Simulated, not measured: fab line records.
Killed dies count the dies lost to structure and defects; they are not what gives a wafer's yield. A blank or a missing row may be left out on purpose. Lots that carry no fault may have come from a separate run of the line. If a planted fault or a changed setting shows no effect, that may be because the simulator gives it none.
Which tool is to blame? ; flow gf180mcu ; Sampling: 13 lots, 39 wafers, 3 of 602 route steps

## WHAT THE GAUGES SHOWED, per wafer
GF_HV_LDD_TW_MEAS_11. Usual: HV_LDD_TW gives 2398 (standard deviation 25).
lot;measured;on;HV_LDD_TW;flag
L372;day 9 19:59;film metro-02;2381 2370 2368;
L375;day 10 17:10;film metro-01;2409 2398 2395;
L377;day 11 14:38;film metro-03;2426 2417 2415;
L380;day 12 16:00;film metro-01;2397 2394 2396;
L381;day 13 10:40;film metro-03;2429 2427 2427;
L384;day 14 01:49;film metro-01;2415 2425 2428;
L385;day 14 02:07;film metro-02;2373 2383 2363;
L387;day 14 21:54;film metro-01;2401 2418 2421;
L388;day 15 06:10;film metro-02;2374 2363 2375;
L390;day 15 12:16;film metro-01;2414 2418 2409;
L392;day 16 08:16;film metro-03;2419 2410 2416;
L393;day 16 21:43;film metro-02;2369 2367 2360;
L394;day 16 22:11;film metro-03;2413 2416 2422;

GF_HV_LDD_TW_MEAS_38. Usual: HV_LDD_3_TW gives 1429 (standard deviation 14).
lot;measured;on;HV_LDD_3_TW;flag
L372;day 11 08:58;film metro-02;1407 1411 1407;
L375;day 12 08:08;film metro-03;1439 1438 1436;
L377;day 13 06:28;film metro-01;1428 1428 1427;
L380;day 14 09:18;film metro-02;1409 1412 1419;
L381;day 15 04:32;film metro-01;1431 1437 1432;
L384;day 15 21:12;film metro-02;1418 1403 1417;
L385;day 15 21:49;film metro-02;1415 1401 1404;
L387;day 16 16:51;film metro-03;1439 1442 1439;
L388;day 17 02:44;film metro-03;1447 1437 1438;
L390;day 17 08:17;film metro-03;1437 1444 1439;
L392;day 18 05:19;film metro-02;1399 1397 1395;
L393;day 18 21:29;film metro-03;1430 1429 1430;
L394;day 18 21:35;film metro-02;1388 1402 1399;

## WHAT TOOL EACH LOT RAN ON (gives the tool, then ch and the chambers of the sampled wafers, and finally the start)
lot;GF_NWELL_EXPOSE_04
L372;iline stepper-01 ch 0, day 3 00:50
L375;iline stepper-02 ch 0, day 3 17:01
L377;iline stepper-02 ch 0, day 4 05:21
L380;iline stepper-02 ch 0, day 5 02:29
L381;iline stepper-02 ch 0, day 5 11:36
L384;iline stepper-01 ch 0, day 6 01:03
L385;iline stepper-02 ch 0, day 6 05:11
L387;iline stepper-02 ch 0, day 6 13:49
L388;iline stepper-01 ch 0, day 6 20:05
L390;iline stepper-02 ch 0, day 7 01:56
L392;iline stepper-02 ch 0, day 7 12:57
L393;iline stepper-01 ch 0, day 7 22:29
L394;iline stepper-02 ch 0, day 7 23:46
- GF_NWELL_EXPOSE_04: exposes mask Nwell, target cd 860 nm.

## WHAT THE TOOLS THEMSELVES READ (means of the sampled wafers that have a number; where no wafer has one, the mark that the record gives instead)
GF_NWELL_EXPOSE_04. Usual: 259.96 for exposure dose mJ cm2, sd 0.27.
lot;tool;exposure dose mJ cm2;flag
L372;iline stepper-01;260.12;
L375;iline stepper-02;259.90;
L377;iline stepper-02;259.74;
L380;iline stepper-02;259.60;
L381;iline stepper-02;259.98;
L384;iline stepper-01;259.67;
L385;iline stepper-02;260.26;
L387;iline stepper-02;260.08;
L388;iline stepper-01;260.19;
L390;iline stepper-02;260.05;
L392;iline stepper-02;259.68;
L393;iline stepper-01;259.99;
L394;iline stepper-02;259.60;

## THE ANSWER, worked out from the rows above alone
Rule: a lot is off if the mean of its wafers that have a number lies more than 3 standard deviations from the usual mean. Also off: a lot with no number at a reading for which 4 or more lots have one. Where the step has rows for the other lots, those lots are counted as sound. After the gauges, taken in route order, come the tools' own readings; for these a lot's mean is taken, as printed above. At the first step where some lot is off, the reading lying furthest off is the one used; lots without a number count as furthest.
Nothing can be told from this: no lot is off at any reading shown.

## WHAT THE SIMULATOR PUT IN
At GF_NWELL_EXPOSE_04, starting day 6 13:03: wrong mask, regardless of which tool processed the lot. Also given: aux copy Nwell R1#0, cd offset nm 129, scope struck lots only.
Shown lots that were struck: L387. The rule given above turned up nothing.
